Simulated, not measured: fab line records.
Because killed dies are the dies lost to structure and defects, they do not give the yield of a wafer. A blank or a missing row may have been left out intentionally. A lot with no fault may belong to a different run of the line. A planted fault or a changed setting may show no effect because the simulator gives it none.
fab line records	flow sky130
[record] lots = 12	wafers = 36	last-day = 51
route steps=708 shown CONTACT@411 METAL1@435 PAD_OPEN@708
lots that met no fault: from a run of the same line without faults
start-h: hours from the record's opening day to when the first of the lot's shown wafers began	wait-h: hours from the lot's prior step to this one	" unchanged from the row above	L1.1+2: one row covering several wafers at once	- no value, or no start was given	* or withheld: withheld	< > ~ a bound
route shown NAME@n: a module of which the file shows steps, and the number in the route of the first	usual: mean and standard deviation over wafers with no fault	same: alike in all rows	chamber/n: place in a boat	sites: per-site readings	_std_site: standard deviation of those values	_edge_site: inner sites' mean taken away from outer sites' mean	radius-mm: for every site, how far away it sits from the centre of the wafer	mask NAME#n: copy n	behind: the most recent tool/chamber to have shaped the wafer	hold: why the lot was held/for how many hours/how that ended	device: which transistor (n, p or np) failed to switch	end of line: tests of these same wafers at the route's end	where a step has no rows: the recipe by itself	killed: at the first sort, the dies lost to defects and structure; wafer yield is something else	map: dies across one wafer; x = killed, . = not, _ = none there
set.NAME: the setting that was run; set.NAME@STEP: the one run at that earlier step	model.NAME: the simulator's own value behind a step, which no gauge read
steps of the route over a sample of lots; a table a step, a row a wafer
services: the hour from which a tool's chamber was out of use, counted from the record's first day as start-h (under 0 if before that day), plus the number of hours and why
[[steps]]
[step SKY_CONTACT_BOW_MEAS_05]
[recipe] mode = bow
[usual] CONTACT_BOW = 82/7
lot.wafer	tool	chamber	start-h	wait-h	CONTACT_BOW[um]
L442.2	film-metro-01	-	738.19	0.2	80
L442.3	"	-	"	"	91
L442.5	"	-	"	"	82
L444.2	film-metro-01	-	744.79	0.2	93
L444.3	"	-	"	"	87
L444.4	"	-	"	"	88
L445.1	film-metro-04	-	752.82	0.2	84
L445.2	"	-	"	"	68
L445.4	"	-	"	"	78
L446.1	film-metro-04	-	753.01	0.1	80
L446.2	"	-	"	"	72
L446.6	"	-	"	"	84
L448.4	film-metro-01	-	785.04	0.3	87
L448.5	"	-	"	"	86
L448.6	"	-	"	"	94
L450.2	film-metro-01	-	789.42	0.3	80
L450.3	"	-	"	"	70
L450.6	"	-	"	"	84
L458.2	film-metro-04	-	852.81	0.1	78
L458.4	"	-	"	"	88
L458.6	"	-	"	"	90
L460.3	film-metro-04	-	862.61	0.2	72
L460.4	"	-	"	"	79
L460.5	"	-	"	"	68
L459.3	film-metro-03	-	863.37	0.3	75
L459.5	"	-	"	"	75
L459.6	"	-	"	"	88
L462.1	film-metro-04	-	908.95	0.1	88
L462.3	"	-	"	"	80
L462.6	"	-	"	"	71
L463.1	film-metro-04	-	909.90	0.2	81
L463.2	"	-	"	"	75
L463.6	"	-	"	"	89
L461.2	film-metro-04	-	913.07	0.2	93
L461.3	"	-	"	"	86
L461.4	"	-	"	"	79
[step SKY_CONTACT_ETCH_17]
[recipe] target = SiO2	chemistry = C4F8/O2/Ar	stop-on = Si3N4	mask-material = KrF-thick	source-w = 1500	bias-w = 1200	pressure-mtorr = 40	c4f8-flow-sccm = withheld	O2_flow_sccm = 6	Ar_flow_sccm = 300	time-s = withheld	target-depth-a = 3400
[usual] oes-product-au = 0.892/0.0049	rf-fwd-power-W = 1490/4.7
lot.wafer	tool	chamber	start-h	wait-h	oes-product-au	rf-fwd-power-W
L442.2	rie-diel-03	3	764.94	0.0	0.888	1503
L442.3	"	0	"	"	0.897	1481
L442.5	"	2	"	"	0.895	1496
L444.2	rie-diel-04	2	771.66	0.0	0.886	1495
L444.3	"	1	"	"	0.892	1491
L444.4	"	2	"	"	0.883	1489
L445.1	rie-diel-02	0	779.16	0.0	0.895	1487
L445.2	"	3	"	"	0.896	1492
L445.4	"	1	"	"	0.888	1490
L446.1	rie-diel-04	3	779.51	0.0	0.885	1492
L446.2	"	0	"	"	0.886	1495
L446.6	"	3	"	"	0.889	1495
L448.4	rie-diel-03	3	811.63	0.0	0.893	1485
L448.5	"	2	"	"	0.887	1489
L448.6	"	1	"	"	0.888	1483
L450.2	rie-diel-03	2	815.99	0.0	0.894	1486
L450.3	"	1	"	"	0.891	1482
L450.6	"	1	"	"	0.888	1483
L458.2	rie-diel-04	3	878.32	0.0	0.890	1497
L458.4	"	2	"	"	0.896	1485
L458.6	"	1	"	"	0.892	1493
L460.3	rie-diel-04	0	888.54	0.0	0.892	1496
L460.4	"	2	"	"	0.893	1484
L460.5	"	1	"	"	0.892	1491
L459.3	rie-diel-02	2	890.04	0.0	0.893	1492
L459.5	"	3	"	"	0.888	1487
L459.6	"	0	"	"	0.895	1490
L462.1	rie-diel-04	1	933.74	0.0	0.895	1492
L462.3	"	3	"	"	0.889	1498
L462.6	"	2	"	"	0.878	1488
L463.1	rie-diel-02	0	934.83	0.0	0.897	1491
L463.2	"	2	"	"	0.894	1488
L463.6	"	1	"	"	0.894	1489
L461.2	rie-diel-02	2	938.83	0.0	0.885	1491
L461.3	"	3	"	"	0.888	1487
L461.4	"	1	"	"	0.894	1487
[step SKY_METAL1_SPUTTER_01]
[recipe] material = TiN	target-thk-nm = 20	power-w = 6500	time-s = 16.7	chamber-pressure-pa = 0.4
[usual] chamber-pressure-pa = 0.3999/0.00075	throttle-valve-pct = 29.5/1.1
[same] time-s = 16.7
lot.wafer	tool	chamber	start-h	wait-h	chamber-pressure-pa	throttle-valve-pct
L442.2	pvd-sputter-02	-	766.35	0.0	0.4002	29.5
L442.3	"	-	"	"	0.3992	30.1
L442.5	"	-	"	"	0.4001	29.9
L444.2	pvd-sputter-04	-	773.03	0.0	0.4001	30.2
L444.3	"	-	"	"	0.3987	29.8
L444.4	"	-	"	"	0.3997	28.9
L445.1	pvd-sputter-01	-	780.56	0.0	0.4002	30.2
L445.2	"	-	"	"	0.3990	29.8
L445.4	"	-	"	"	0.3996	31.9
L446.1	pvd-sputter-02	-	780.88	0.0	0.4001	27.2
L446.2	"	-	"	"	0.3992	29.4
L446.6	"	-	"	"	0.4000	29.7
L448.4	pvd-sputter-04	-	812.99	0.0	0.4186	28.3
L448.5	"	-	"	"	0.4184	29.3
L448.6	"	-	"	"	0.4188	29.6
L450.2	pvd-sputter-04	-	817.34	0.0	0.4198	28.1
L450.3	"	-	"	"	0.4193	29.8
L450.6	"	-	"	"	0.4197	28.3
L458.2	pvd-sputter-01	-	879.67	0.0	0.4000	29.7
L458.4	"	-	"	"	0.4007	30.3
L458.6	"	-	"	"	0.3992	29.8
L460.3	pvd-sputter-04	-	889.90	0.0	0.4003	30.2
L460.4	"	-	"	"	0.3993	29.8
L460.5	"	-	"	"	0.4002	29.7
L459.3	pvd-sputter-02	-	891.40	0.0	0.3994	30.0
L459.5	"	-	"	"	0.3992	29.5
L459.6	"	-	"	"	0.4007	27.0
L462.1	pvd-sputter-02	-	935.16	0.0	0.4004	29.3
L462.3	"	-	"	"	0.3997	30.2
L462.6	"	-	"	"	0.3990	29.3
L463.1	pvd-sputter-04	-	936.74	0.0	0.4003	30.7
L463.2	"	-	"	"	0.3995	28.9
L463.6	"	-	"	"	0.3995	29.6
L461.2	pvd-sputter-01	-	940.20	0.0	0.3993	29.8
L461.3	"	-	"	"	0.4011	30.1
L461.4	"	-	"	"	0.3996	32.0
[step SKY_METAL1_SPUTTER_04]
[recipe] material = TiN	target-thk-nm = 70	power-w = 6500	time-s = 58.3	chamber-pressure-pa = 0.4
[usual] chamber-pressure-pa = 0.3999/0.0007	throttle-valve-pct = 29.5/1.1
[same] time-s = 58.3
lot.wafer	tool	chamber	start-h	wait-h	chamber-pressure-pa	throttle-valve-pct
L442.2	pvd-sputter-02	-	766.42	0.0	0.4005	29.3
L442.3	"	-	"	"	0.3997	29.9
L442.5	"	-	"	"	0.3998	29.7
L444.2	pvd-sputter-04	-	773.10	0.0	0.3993	30.4
L444.3	"	-	"	"	0.3991	30.0
L444.4	"	-	"	"	0.3998	28.8
L445.1	pvd-sputter-01	-	780.63	0.0	0.3997	30.2
L445.2	"	-	"	"	0.4016	29.7
L445.4	"	-	"	"	0.3994	31.9
L446.1	pvd-sputter-02	-	780.95	0.0	0.4009	27.1
L446.2	"	-	"	"	0.3995	29.3
L446.6	"	-	"	"	0.3984	29.3
L448.4	pvd-sputter-04	-	813.06	0.0	0.4006	28.9
L448.5	"	-	"	"	0.4005	29.9
L448.6	"	-	"	"	0.4019	30.8
L450.2	pvd-sputter-04	-	817.41	0.0	0.4001	28.8
L450.3	"	-	"	"	0.4000	30.5
L450.6	"	-	"	"	0.3990	29.1
L458.2	pvd-sputter-01	-	879.74	0.0	0.3991	29.8
L458.4	"	-	"	"	0.4002	30.1
L458.6	"	-	"	"	0.4004	30.0
L460.3	pvd-sputter-04	-	889.97	0.0	0.4002	30.3
L460.4	"	-	"	"	0.3993	29.7
L460.5	"	-	"	"	0.4002	29.7
L459.3	pvd-sputter-02	-	891.47	0.0	0.3992	29.9
L459.5	"	-	"	"	0.3985	29.5
L459.6	"	-	"	"	0.3993	27.4
L462.1	pvd-sputter-02	-	935.23	0.0	0.3999	28.9
L462.3	"	-	"	"	0.4005	29.9
L462.6	"	-	"	"	0.3993	29.3
L463.1	pvd-sputter-04	-	936.81	0.0	0.4006	30.4
L463.2	"	-	"	"	0.4004	29.1
L463.6	"	-	"	"	0.3997	29.7
L461.2	pvd-sputter-01	-	940.27	0.0	0.4009	30.1
L461.3	"	-	"	"	0.3995	30.3
L461.4	"	-	"	"	0.3995	32.2
[step SKY_PAD_OPEN_PROBE_99]
[usual] defect-limited-yield = 82.4/2	killed_at_M0_to_M3 = 43/6.8	killed_at_M4_up = 3.1/1.8	killed-at-contacts = 25/5.8	killed-at-front-end = 15/4.2	killed-at-other = 0.3/0.5	killed-dies = 87/9.7	killed-open = 47/7.3	killed-short = 39/6.6	sort_bin_3_pad_short = 0.9/0.37	sort_bin_5_function = 10.4/1.4	sort_bin_6_memory = 6.3/1.1	sort-n-pass = 405/9.7	sort-yield-pct = 82.4/2
[same] gross-dies = 492	killed-at-back-side = 0	sort_bin_4_leakage[%] = 0	sort_bin_8_speed[%] = 0
lot.wafer	tool	chamber	start-h	wait-h	defect-limited-yield[%]	killed_at_M0_to_M3	killed_at_M4_up	killed-at-contacts	killed-at-front-end	killed-at-other	killed-dies	killed-open	killed-short	sort_bin_3_pad_short[%]	sort_bin_5_function[%]	sort_bin_6_memory[%]	sort-n-pass	sort-yield-pct[%]
L442.2	prober-01	-	1098.29	0.1	80.7	51	4	24	16	0	95	59	36	0.2	13.8	5.3	397	80.7
L442.3	prober-01	-	1098.34	0.2	78.7	50	5	24	26	0	105	56	49	1.2	11.2	8.9	387	78.7
L442.5	prober-01	-	1098.44	0.2	81.7	50	2	18	19	1	90	51	39	0.6	10.6	7.1	402	81.7
L444.2	prober-01	-	1104.80	0.1	82.9	41	3	27	13	0	84	44	40	0.6	9.8	6.7	408	82.9
L444.3	prober-01	-	1104.85	0.2	82.9	44	2	26	12	0	84	45	39	0.8	7.9	8.3	408	82.9
L444.4	prober-01	-	1104.90	0.2	82.9	46	7	22	7	2	84	45	39	1.4	10.0	5.7	408	82.9
L445.1	prober-01	-	1110.14	0.1	81.1	49	4	21	19	0	93	49	44	1.0	12.4	5.5	399	81.1
L445.2	prober-01	-	1110.19	0.1	83.3	39	0	25	17	1	82	45	37	0.2	10.6	5.9	410	83.3
L445.4	prober-01	-	1110.29	0.2	82.7	45	3	15	22	0	85	50	35	1.0	11.0	5.3	407	82.7
L446.1	prober-02	-	1111.10	0.1	81.9	56	2	18	13	0	89	44	45	1.0	11.4	5.7	403	81.9
L446.2	prober-02	-	1111.15	0.1	80.9	53	3	27	10	1	94	49	45	0.6	10.0	8.5	398	80.9
L446.6	prober-02	-	1111.35	0.2	83.7	49	2	19	10	0	80	49	31	0.4	8.9	6.9	412	83.7
L448.4	prober-01	-	1133.75	0.2	84.6	40	1	17	17	1	76	42	34	1.2	8.9	5.3	416	84.6
L448.5	prober-01	-	1133.80	0.2	81.7	49	3	25	13	0	90	50	40	0.8	9.8	7.7	402	81.7
L448.6	prober-01	-	1133.85	0.2	82.5	43	2	29	12	0	86	54	32	0.6	10.0	6.9	406	82.5
L450.2	prober-02	-	1136.90	0.1	82.1	35	1	37	14	1	88	53	35	0.4	11.6	5.9	404	82.1
L450.3	prober-02	-	1136.95	0.2	85.4	35	4	13	19	1	72	42	30	0.2	7.9	6.5	420	85.4
L450.6	prober-02	-	1137.10	0.2	87.2	35	2	15	11	0	63	30	33	0.6	7.3	4.9	429	87.2
L458.2	prober-02	-	1181.91	0.1	84.1	39	1	25	12	1	78	49	29	1.8	8.5	5.5	414	84.1
L458.4	prober-02	-	1182.01	0.2	83.3	40	8	24	10	0	82	56	26	1.0	11.4	4.3	410	83.3
L458.6	prober-02	-	1182.11	0.2	78.0	59	3	28	18	0	108	53	55	1.2	12.0	8.7	384	78.0
L460.3	prober-01	-	1188.14	0.2	81.7	40	2	24	24	0	90	53	37	0.8	11.2	6.3	402	81.7
L460.4	prober-01	-	1188.19	0.2	83.3	47	2	21	12	0	82	43	39	1.2	10.8	4.7	410	83.3
L460.5	prober-01	-	1188.24	0.2	81.7	41	4	23	22	0	90	52	38	0.8	11.0	6.5	402	81.7
L459.3	prober-02	-	1190.00	0.2	82.9	39	7	23	15	0	84	39	45	1.0	9.6	6.5	408	82.9
L459.5	prober-02	-	1190.10	0.2	85.6	41	4	13	13	0	71	38	33	0.8	7.5	6.1	421	85.6
L459.6	prober-02	-	1190.15	0.2	82.5	44	7	24	11	0	86	51	35	1.2	10.6	5.7	406	82.5
L462.1	prober-01	-	1214.49	0.1	82.7	51	4	18	12	0	85	40	45	1.4	9.3	6.5	407	82.7
L462.3	prober-01	-	1214.59	0.2	82.7	40	6	28	10	1	85	41	44	0	10.4	6.9	407	82.7
L462.6	prober-01	-	1214.74	0.2	82.7	51	2	19	13	0	85	47	38	1.8	10.0	5.5	407	82.7
L463.1	prober-02	-	1214.66	0.1	80.3	46	7	27	17	0	97	59	38	0.4	13.0	6.3	395	80.3
L463.2	prober-02	-	1214.71	0.1	83.1	36	8	18	21	0	83	42	41	1.2	9.1	6.5	409	83.1
L463.6	prober-02	-	1214.91	0.2	81.3	48	2	26	15	1	92	64	28	1.2	11.4	6.1	400	81.3
L461.2	prober-02	-	1216.96	0.1	82.1	35	7	31	15	0	88	50	37	1.0	11.4	5.5	404	82.1
L461.3	prober-02	-	1217.01	0.2	80.1	56	3	30	9	0	98	53	45	1.4	11.2	7.3	394	80.1
L461.4	prober-02	-	1217.06	0.2	81.3	50	4	25	13	0	92	53	39	0.8	12.2	5.7	400	81.3
// killed by level:class
L442.2 VIA2:geometric-particle:open=15 CONTACT:geometric-particle:open=11 VIA1:geometric-particle:open=9 FIELD_ISO:geometric-particle:short=6 LI_CONTACT:geometric-particle:open=6 VIA1:geometric-particle:short=6 VIA3:geometric-particle:open=5 FIELD_ISO:geometric-particle:open=4
L442.3 VIA1:geometric-particle:open=11 FIELD_ISO:geometric-particle:open=10 CONTACT:geometric-particle:open=10 METAL2:geometric-particle:short=9 FIELD_ISO:geometric-particle:short=7 VIA1:geometric-particle:short=7 POLY_GATE:geometric-particle:short=6 VIA2:geometric-particle:open=5
L442.5 VIA1:geometric-particle:open=13 VIA1:geometric-particle:short=7 VIA3:geometric-particle:open=7 CONTACT:geometric-particle:open=6 FIELD_ISO:geometric-particle:open=5 POLY_GATE:geometric-particle:open=5 VIA2:geometric-particle:open=4 LI_CONTACT:geometric-particle:open=4
L444.2 CONTACT:geometric-particle:open=11 VIA1:geometric-particle:open=9 METAL2:geometric-particle:short=8 LI_CONTACT:geometric-particle:open=7 VIA2:geometric-particle:open=7 FIELD_ISO:geometric-particle:short=4 METAL1:geometric-particle:short=4 LI_CONTACT:geometric-particle:short=3
L444.3 CONTACT:geometric-particle:open=12 VIA2:geometric-particle:open=9 METAL1:geometric-particle:short=7 VIA1:geometric-particle:short=7 LOCAL_INTERCONNECT:geometric-particle:short=6 VIA1:geometric-particle:open=6 FIELD_ISO:geometric-particle:open=4 FIELD_ISO:geometric-particle:short=4
L444.4 VIA1:geometric-particle:open=11 CONTACT:geometric-particle:open=8 VIA1:geometric-particle:short=7 VIA2:geometric-particle:open=7 METAL4:geometric-particle:short=6 METAL1:geometric-particle:short=5 LI_CONTACT:geometric-particle:open=5 VIA3:geometric-particle:open=5
L445.1 CONTACT:geometric-particle:open=9 METAL1:geometric-particle:short=8 VIA1:geometric-particle:open=8 VIA1:geometric-particle:short=7 VIA2:geometric-particle:open=7 LI_CONTACT:geometric-particle:open=6 VIA3:geometric-particle:open=6 POLY_GATE:geometric-particle:open=5
L445.2 VIA1:geometric-particle:open=12 CONTACT:geometric-particle:open=10 VIA2:geometric-particle:open=9 POLY_GATE:geometric-particle:short=7 VIA1:geometric-particle:short=5 LI_CONTACT:geometric-particle:open=4 LI_CONTACT:geometric-particle:short=4 CONTACT:geometric-particle:short=4
L445.4 VIA1:geometric-particle:open=9 POLY_GATE:geometric-particle:open=7 FIELD_ISO:geometric-particle:open=6 LI_CONTACT:geometric-particle:open=6 VIA2:geometric-particle:short=6 VIA3:geometric-particle:open=6 FIELD_ISO:geometric-particle:short=5 VIA2:geometric-particle:open=5
L446.1 VIA1:geometric-particle:open=10 VIA1:geometric-particle:short=7 VIA2:geometric-particle:open=7 VIA3:geometric-particle:open=7 LOCAL_INTERCONNECT:geometric-particle:short=6 METAL1:geometric-particle:short=6 METAL2:geometric-particle:short=6 POLY_GATE:geometric-particle:open=5
L446.2 VIA1:geometric-particle:open=14 CONTACT:geometric-particle:open=11 METAL1:geometric-particle:short=10 VIA3:geometric-particle:open=10 LOCAL_INTERCONNECT:geometric-particle:short=8 CONTACT:geometric-particle:short=4 METAL2:geometric-particle:short=4 VIA2:geometric-particle:open=4
L446.6 VIA1:geometric-particle:open=11 VIA1:geometric-particle:short=9 CONTACT:geometric-particle:open=8 METAL1:geometric-particle:open=7 VIA2:geometric-particle:open=5 POLY_GATE:geometric-particle:open=5 VIA3:geometric-particle:short=5 METAL1:geometric-particle:short=4
L448.4 VIA2:geometric-particle:open=9 LI_CONTACT:geometric-particle:open=8 METAL1:geometric-particle:short=8 VIA3:geometric-particle:open=6 FIELD_ISO:geometric-particle:open=5 VIA1:geometric-particle:open=5 CONTACT:geometric-particle:open=5 VIA2:geometric-particle:short=5
L448.5 CONTACT:geometric-particle:open=12 VIA3:geometric-particle:open=8 VIA1:geometric-particle:open=7 LI_CONTACT:geometric-particle:open=6 VIA1:geometric-particle:short=6 METAL1:geometric-particle:short=5 VIA2:geometric-particle:open=5 VIA2:geometric-particle:short=4
L448.6 VIA1:geometric-particle:open=16 LOCAL_INTERCONNECT:geometric-particle:short=8 LI_CONTACT:geometric-particle:open=7 CONTACT:geometric-particle:open=7 VIA2:geometric-particle:open=6 VIA3:geometric-particle:open=5 VIA1:geometric-particle:short=4 FIELD_ISO:geometric-particle:open=3
L450.2 CONTACT:geometric-particle:open=12 LI_CONTACT:geometric-particle:open=11 VIA1:geometric-particle:open=7 POLY_GATE:geometric-particle:open=5 VIA3:geometric-particle:open=5 CONTACT:geometric-particle:short=5 VIA2:geometric-particle:open=5 POLY_GATE:geometric-particle:short=4
L450.3 POLY_GATE:geometric-particle:open=7 LI_CONTACT:geometric-particle:open=7 VIA1:geometric-particle:open=7 VIA2:geometric-particle:open=6 FIELD_ISO:geometric-particle:open=4 METAL1:geometric-particle:short=4 VIA2:geometric-particle:short=4 VIA3:geometric-particle:open=4
L450.6 VIA1:geometric-particle:open=7 VIA1:geometric-particle:short=6 METAL2:geometric-particle:short=6 CONTACT:geometric-particle:open=5 LI_CONTACT:geometric-particle:open=4 VIA2:geometric-particle:short=4 POLY_GATE:geometric-particle:short=3 LI_CONTACT:geometric-particle:short=3
L458.2 VIA1:geometric-particle:open=12 CONTACT:geometric-particle:open=8 VIA3:geometric-particle:open=7 LI_CONTACT:geometric-particle:open=7 VIA2:geometric-particle:open=6 LOCAL_INTERCONNECT:geometric-particle:short=5 METAL2:geometric-particle:short=5 LI_CONTACT:geometric-particle:short=4
L458.4 VIA1:geometric-particle:open=14 VIA2:geometric-particle:open=11 LI_CONTACT:geometric-particle:open=8 CONTACT:geometric-particle:open=8 METAL4:geometric-particle:short=5 POLY_GATE:geometric-particle:open=4 LOCAL_INTERCONNECT:geometric-particle:short=4 FIELD_ISO:geometric-particle:open=3
L458.6 VIA2:geometric-particle:open=12 CONTACT:geometric-particle:open=11 VIA1:geometric-particle:open=9 LOCAL_INTERCONNECT:geometric-particle:short=8 METAL2:geometric-particle:short=7 METAL1:geometric-particle:short=7 VIA2:geometric-particle:short=7 FIELD_ISO:geometric-particle:short=6
L460.3 CONTACT:geometric-particle:open=13 VIA1:geometric-particle:open=9 FIELD_ISO:geometric-particle:short=7 METAL2:geometric-particle:short=7 VIA2:geometric-particle:open=7 FIELD_ISO:geometric-particle:open=6 CONTACT:geometric-particle:short=6 VIA3:geometric-particle:open=6
L460.4 CONTACT:geometric-particle:open=12 VIA3:geometric-particle:open=8 VIA1:geometric-particle:open=7 VIA1:geometric-particle:short=7 VIA2:geometric-particle:open=7 METAL3:geometric-particle:short=6 POLY_GATE:geometric-particle:open=4 METAL1:geometric-particle:short=3
L460.5 VIA1:geometric-particle:open=9 LI_CONTACT:geometric-particle:open=7 CONTACT:geometric-particle:open=7 FIELD_ISO:geometric-particle:open=6 POLY_GATE:geometric-particle:open=6 CONTACT:geometric-particle:short=6 VIA2:geometric-particle:open=6 VIA3:geometric-particle:open=5
L459.3 CONTACT:geometric-particle:open=11 METAL1:geometric-particle:short=8 VIA1:geometric-particle:open=8 CONTACT:geometric-particle:short=7 METAL4:geometric-particle:short=7 POLY_GATE:geometric-particle:open=6 VIA2:geometric-particle:open=6 VIA2:geometric-particle:short=4
L459.5 METAL1:geometric-particle:short=6 VIA1:geometric-particle:open=6 VIA2:geometric-particle:open=6 VIA3:geometric-particle:open=6 METAL2:geometric-particle:short=5 POLY_GATE:geometric-particle:open=5 LOCAL_INTERCONNECT:geometric-particle:short=4 CONTACT:geometric-particle:open=4
L459.6 VIA1:geometric-particle:open=10 LI_CONTACT:geometric-particle:open=9 VIA3:geometric-particle:open=8 CONTACT:geometric-particle:open=7 CONTACT:geometric-particle:short=5 METAL2:geometric-particle:short=5 VIA2:geometric-particle:open=5 VIA2:geometric-particle:short=4
L462.1 VIA3:geometric-particle:open=8 VIA1:geometric-particle:short=8 VIA1:geometric-particle:open=8 METAL1:geometric-particle:short=7 LI_CONTACT:geometric-particle:open=6 CONTACT:geometric-particle:open=5 METAL2:geometric-particle:short=5 METAL3:geometric-particle:short=5
L462.3 CONTACT:geometric-particle:open=11 METAL1:geometric-particle:short=7 VIA2:geometric-particle:open=7 CONTACT:geometric-particle:short=5 VIA1:geometric-particle:open=5 LI_CONTACT:geometric-particle:open=4 LI_CONTACT:geometric-particle:short=4 LOCAL_INTERCONNECT:geometric-particle:short=4
L463.1 CONTACT:geometric-particle:open=13 VIA1:geometric-particle:open=11 CONTACT:geometric-particle:short=7 VIA3:geometric-particle:open=6 POLY_GATE:geometric-particle:open=6 VIA2:geometric-particle:open=6 METAL2:geometric-particle:open=5 METAL2:geometric-particle:short=4
L463.2 CONTACT:geometric-particle:open=12 VIA1:geometric-particle:open=9 FIELD_ISO:geometric-particle:short=6 METAL2:geometric-particle:short=5 METAL3:geometric-particle:short=5 METAL4:geometric-particle:short=5 POLY_GATE:geometric-particle:short=4 CONTACT:geometric-particle:short=4
L462.6 VIA1:geometric-particle:open=11 VIA2:geometric-particle:open=10 METAL1:geometric-particle:short=6 VIA3:geometric-particle:open=6 FIELD_ISO:geometric-particle:short=5 LI_CONTACT:geometric-particle:open=5 CONTACT:geometric-particle:open=5 VIA1:geometric-particle:short=5
L463.6 VIA1:geometric-particle:open=15 VIA3:geometric-particle:open=9 CONTACT:geometric-particle:open=8 LI_CONTACT:geometric-particle:open=8 VIA2:geometric-particle:open=8 CONTACT:geometric-particle:short=6 FIELD_ISO:geometric-particle:short=4 POLY_GATE:geometric-particle:open=4
L461.2 CONTACT:geometric-particle:open=10 LI_CONTACT:geometric-particle:open=9 VIA1:geometric-particle:open=9 VIA3:geometric-particle:open=6 CONTACT:geometric-particle:short=5 METAL4:geometric-particle:short=5 POLY_GATE:geometric-particle:short=4 VIA1:geometric-particle:short=4
L461.3 VIA1:geometric-particle:open=13 LI_CONTACT:geometric-particle:open=9 CONTACT:geometric-particle:short=8 VIA3:geometric-particle:open=8 CONTACT:geometric-particle:open=7 METAL1:geometric-particle:short=6 VIA2:geometric-particle:open=6 POLY_GATE:geometric-particle:short=5
L461.4 VIA1:geometric-particle:open=12 CONTACT:geometric-particle:open=9 VIA2:geometric-particle:open=7 LI_CONTACT:geometric-particle:open=6 VIA3:geometric-particle:open=6 METAL3:geometric-particle:short=5 FIELD_ISO:geometric-particle:open=4 CONTACT:geometric-particle:short=4
[[services]]
tool	chamber	start-h	hours	kind
pvd-sputter-02	-	740.95	5.5	repair
rie-diel-04	0	765.69	6.6	repair
rie-diel-02	3	790.15	6.4	repair
rie-diel-04	-	805.43	0.8	repair
pvd-sputter-01	-	818.93	2.9	repair
rie-diel-04	-	819.53	0.8	repair
pvd-sputter-02	-	820.47	1.4	repair
rie-diel-02	3	839.92	6.0	repair
rie-diel-02	-	840.00	0.2	repair
rie-diel-02	0	845.88	-	clean
rie-diel-02	0	845.88	24.4	scheduled-down
rie-diel-02	0	845.88	24.4	vent-cycle
rie-diel-03	2	860.47	7.9	repair
rie-diel-03	0	868.68	2.4	repair
rie-diel-02	1	873.63	-	clean
rie-diel-02	1	873.63	16.6	scheduled-down
rie-diel-02	1	873.63	16.6	vent-cycle
pvd-sputter-01	-	874.92	3.5	repair
rie-diel-04	2	893.15	5.9	repair
rie-diel-03	3	899.94	4.7	repair
rie-diel-02	1	919.02	6.1	repair
pvd-sputter-02	-	919.42	3.8	repair
[[key]]
[first-sign] step = SKY_METAL1_SPUTTER_01	reading = chamber-pressure-pa	direction = up	sigmas = 26	usual = 0.3999	struck = 0.4191
effect none on later readings
met-at SKY_METAL1_SPUTTER_01
struck-lots L448,L450
not-acting-at SKY_CONTACT_BOW_MEAS_05,SKY_CONTACT_ETCH_17,SKY_METAL1_SPUTTER_04
onset-between 773.03 812.99
[fault] kind = process-parameter-drift	tool = pvd-sputter-04	chamber = -	onset-h = 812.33	steps = SKY_METAL1_SPUTTER_01	channel = chamber-pressure-pa	offset = 0.018771	shape = step	end-h = 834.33	acts-in = these-recipes-only	stated = 0.4
